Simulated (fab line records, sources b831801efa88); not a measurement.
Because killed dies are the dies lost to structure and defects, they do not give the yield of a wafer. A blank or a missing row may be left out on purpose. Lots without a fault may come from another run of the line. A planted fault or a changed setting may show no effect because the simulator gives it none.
A struck lot beside a sound one + flow sky130 + 15 out of 708 route steps
Sound: the wafers L438.1, L438.4, L438.5. Wafers L450.2, L450.4, L450.5 were the ones struck. Last of all comes the cause.
Order at every step that has rows: each side's tool, ch and its chambers, its first start. Under that, the readings that differ: sound wafers + struck wafers + difference of the means + sigmas: that difference in standard deviations of wafers without a fault.
alike: a reading whose means differ by less than 2 such deviations, as well as words and numbers matching on both sides. not compared: withheld readings; readings where some wafer has no value; bounds like >300 that might hide an equal value; numbers whose values overlap and for which the record gives no deviation.
The two part at a step that has a row with sigmas, a row that says differs or no value, or rows on one side only. Non-overlapping numbers with no deviation appear without sigmas and do not part them. A reading missing from all wafers of one side parts the sides only when that side holds two or more wafers.

first, 8 steps without rows for these wafers: SKY_POLY_GATE_DEHYDRATE_05 (time 60 s); SKY_POLY_GATE_HMDS_06 (prime time 60 s); SKY_POLY_GATE_COAT_07 (resist thk 110 nm); SKY_POLY_GATE_COAT_08 (resist thk 450 nm); SKY_POLY_GATE_SOFTBAKE_09 (time 90 s); SKY_POLY_GATE_EXPOSE_10 (exposes mask P1M, target cd 150 nm); SKY_POLY_GATE_PEB_11; SKY_POLY_GATE_DEVELOP_12 (develop time 60 s).
SKY_POLY_GATE_CD_MEAS_13: the cd target is 150 nm.
  struck on cd_sem-02, day 21 06:01; sound on cd_sem-01, day 16 14:38
  alike: cd_nm
SKY_POLY_GATE_OVL_MEAS_14:
  struck on overlay-02, day 21 06:07; sound on overlay-02, day 16 14:46
  alike: POLY_GATE_OVL
SKY_POLY_GATE_ETCH_15: etches BARC in N2/H2, stops on SiO2, time 118.5 s, target depth 110 nm.
  sound on rie_diel-01 ch 1,2,3, day 16 14:48; struck on rie_diel-03 ch 0,1,2, day 21 06:09
  alike: chamber_pressure_mTorr, drypump_motor_current_A, oes_product_au, run_length_s, throttle_valve_pct
  not compared: rf_hours_counter_h
SKY_POLY_GATE_ETCH_16: etches Si3N4 in CH3F/O2, stops on poly-Si, time 147.5 s, target depth 75 nm.
  sound on rie_diel-01 ch 1,2,3, day 16 14:53; struck on rie_diel-03 ch 0,1,2, day 21 06:14
  alike: chamber_pressure_mTorr, drypump_motor_current_A, oes_product_au, run_length_s, throttle_valve_pct
  not compared: rf_hours_counter_h
SKY_POLY_GATE_ETCH_17: etches poly-Si in HBr/Cl2, stops on SiO2, target depth 180 nm, time 70.5 s.
  sound on rie_si-01 ch 1,2, day 16 14:59; struck on rie_si-02 ch 0,2, day 21 06:20
| reading                               | sound             | struck            | difference | sigmas |
|---------------------------------------|-------------------|-------------------|------------|--------|
| oes_product_au (a.u.)                 | 0.987 0.982 0.988 | 1.014 1.000 1.010 | +0.022     | +2     |
| run_length_s (s)                      | 98.2 99.3 98.1    | 93.2 93.4 93.8    | -5.1       | -9     |
| model.POLY_GATE.feature_depth_nm (nm) | 178.6 176.8 178.9 | 168.1 164.4 169.4 | -10.8      |        |
| model.etch.depth_nm (nm)              | 178.6 176.8 178.9 | 168.1 164.4 169.4 | -10.8      |        |
  alike: HBr_flow_sccm, chamber_pressure_mTorr, drypump_motor_current_A, throttle_valve_pct
  not compared: rf_hours_counter_h
SKY_POLY_GATE_STRIP_18: strips in O2/N2.
  sound on plasma_asher-04 ch 0,1, day 16 15:02; struck on plasma_asher-01 ch 0,1, day 21 06:23
  alike: chamber_pressure_mTorr, drypump_motor_current_A, oes_product_au, strip_time_to_endpoint_s
  not compared: rf_hours_counter_h
SKY_PAD_OPEN_PROBE_99:
  sound wafers here have rows in the record (prober-01, day 46 06:14); struck ones have none

WHERE THEY PART
Last at SKY_PAD_OPEN_PROBE_99 as far as this record goes, first at SKY_POLY_GATE_ETCH_17.

WHY: whatever the simulator had introduced
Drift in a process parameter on rie_si-02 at SKY_POLY_GATE_ETCH_17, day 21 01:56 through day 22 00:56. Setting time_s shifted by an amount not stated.
